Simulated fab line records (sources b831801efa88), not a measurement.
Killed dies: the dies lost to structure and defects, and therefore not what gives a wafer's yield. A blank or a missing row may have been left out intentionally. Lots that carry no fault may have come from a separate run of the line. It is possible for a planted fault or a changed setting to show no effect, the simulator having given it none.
A struck lot beside a sound one + flow sky130 + 22 out of 708 route steps
Sound: these wafers, L459.1, L459.5, L459.6. Struck: wafers L446.3, L446.6 (left out: L446.2, a lot-mate that was not struck); the cause follows at the end.
Per side, at each step with rows, come the tool, then ch with its chambers, and then its first start. Under that, the readings that differ: sound wafers + struck wafers + difference of the means + sigmas: that difference in standard deviations of wafers without a fault.
alike: readings with means less than 2 such deviations apart, plus words and numbers identical on both sides. not compared: withheld readings, readings lacking a value on some wafer, bounds such as >300 that could conceal the same value, and numbers that have no deviation in the record and whose values overlap.
The two part at a step that has a row with sigmas, a row that says differs or no value, or rows on one side only. Numbers that don't overlap but have no deviation are shown without sigmas and don't part them. A reading missing from all wafers of one side parts the sides only when that side holds two or more wafers.

first, 1 step without rows for these wafers: SKY_CAPM_DEVELOP_11 (develop time 60 s).
SKY_CAPM_OVL_MEAS_12:
  struck on overlay-01, day 38 08:20; sound on overlay-02, day 42 08:11
  alike: CAPM_OVL
SKY_CAPM_METAL_ETCH_13: etches TiN in Cl2/BCl3, stops on SiO2, target depth 220 nm, time 62.9 s.
  sound on rie metal-04 ch 0,1, day 42 08:13; struck on rie metal-01 ch 0,1, day 38 08:22
  alike: drypump motor current A, oes product au, throttle valve pct
  not compared: rf hours counter h
SKY_CAPM_STRIP_14: strips in O2/N2.
  sound on plasma asher-02 ch 0,1, day 42 08:18; struck on plasma asher-01 ch 1, day 38 08:27
  alike: drypump motor current A, oes product au, strip time to endpoint s
  not compared: rf hours counter h
then, 8 steps without rows for these wafers: SKY_CAPM_STRIP_15 (strips in post etch residue remover, time 1232 s); SKY_CAPM_CLEAN_16 (cleans in IPA, time 180 s); SKY_CAPM_CLEAN_17 (cleans in O3/DIW); SKY_METAL3_DEHYDRATE_05 (time 60 s); SKY_METAL3_HMDS_06 (prime time 60 s); SKY_METAL3_COAT_07 (resist thk 60 nm); SKY_METAL3_COAT_08 (resist thk 1140 nm); SKY_METAL3_SOFTBAKE_09 (time 90 s).
SKY_METAL3_EXPOSE_10: exposes mask MM3, target cd 300 nm.
  sound on krf scanner-01 ch 0, day 42 20:14; struck on krf scanner-02 ch 0, day 38 21:23
  alike: mask
then, 2 steps without rows for these wafers: SKY_METAL3_PEB_11; SKY_METAL3_DEVELOP_12 (develop time 60 s).
SKY_METAL3_CD_MEAS_13 targets a cd of 300 nm.
  struck on cd sem-02, day 39 09:49; sound on cd sem-01, day 43 07:23
| reading    | sound             | struck      | difference | sigmas |
|------------|-------------------|-------------|------------|--------|
| cd nm (nm) | 298.7 297.3 296.2 | 185.4 184.7 | -112.3     | -94    |
SKY_METAL3_OVL_MEAS_14:
  struck on overlay-01, day 39 09:55; sound on overlay-01, day 43 07:30
  alike: METAL3_OVL
SKY_METAL3_DESCUM_15: chemistry O2, time 8 s.
  sound on rie metal-02 ch 0,1, day 43 07:32; struck on rie metal-02 ch 0,1, day 39 09:56
| reading                 | sound           | struck      | difference | sigmas |
|-------------------------|-----------------|-------------|------------|--------|
| model.METAL3.cd nm (nm) | 298.3 296.1 296 | 185.6 183.7 | -112.2     |        |
  alike: drypump motor current A, oes product au, temp c
  not compared: rf hours counter h
SKY_METAL3_ETCH_16: etches BARC in N2/H2, stops on SiO2, time 88.2 s, target depth 60 nm.
  sound on rie metal-02 ch 0,1, day 43 07:34; struck on rie metal-02 ch 0,1, day 39 09:58
  alike: drypump motor current A, oes product au, throttle valve pct
  not compared: rf hours counter h
SKY_METAL3_ETCH_17: etches SiO2 in C4F8/O2/Ar, stops on TiN, time 3.9 s, target depth 15 nm.
  sound on rie diel-01 ch 1,2,3, day 43 07:40; struck on rie diel-01 ch 0,2, day 39 10:04
  alike: oes product au
  not compared: rf hours counter h
SKY_METAL3_METAL_ETCH_18: etches the open film in Cl2/BCl3, stops on SiO2, target depth 845 nm, time 183.1 s.
  sound on rie metal-03 ch 0,1, day 43 07:41; struck on rie metal-03 ch 0, day 39 10:05
| reading                 | sound           | struck    | difference | sigmas |
|-------------------------|-----------------|-----------|------------|--------|
| model.METAL3.cd nm (nm) | 297.4 290 294.5 | 182.3 180 | -112.8     |        |
  alike: drypump motor current A, oes product au, throttle valve pct
  not compared: rf hours counter h
SKY_METAL3_STRIP_19: strips in O2/N2.
  sound on plasma asher-04 ch 0,1, day 43 07:52; struck on plasma asher-03 ch 0,1, day 39 10:16
  alike: drypump motor current A, oes product au, strip time to endpoint s
  not compared: rf hours counter h

## WHERE THEY PART
SKY_METAL3_CD_MEAS_13 only, going by this record. Later steps at which nothing parts them and some readings are alike: SKY_METAL3_OVL_MEAS_14, SKY_METAL3_DESCUM_15, SKY_METAL3_ETCH_16, SKY_METAL3_ETCH_17, SKY_METAL3_METAL_ETCH_18, SKY_METAL3_STRIP_19.

WHY: what the simulator had put in
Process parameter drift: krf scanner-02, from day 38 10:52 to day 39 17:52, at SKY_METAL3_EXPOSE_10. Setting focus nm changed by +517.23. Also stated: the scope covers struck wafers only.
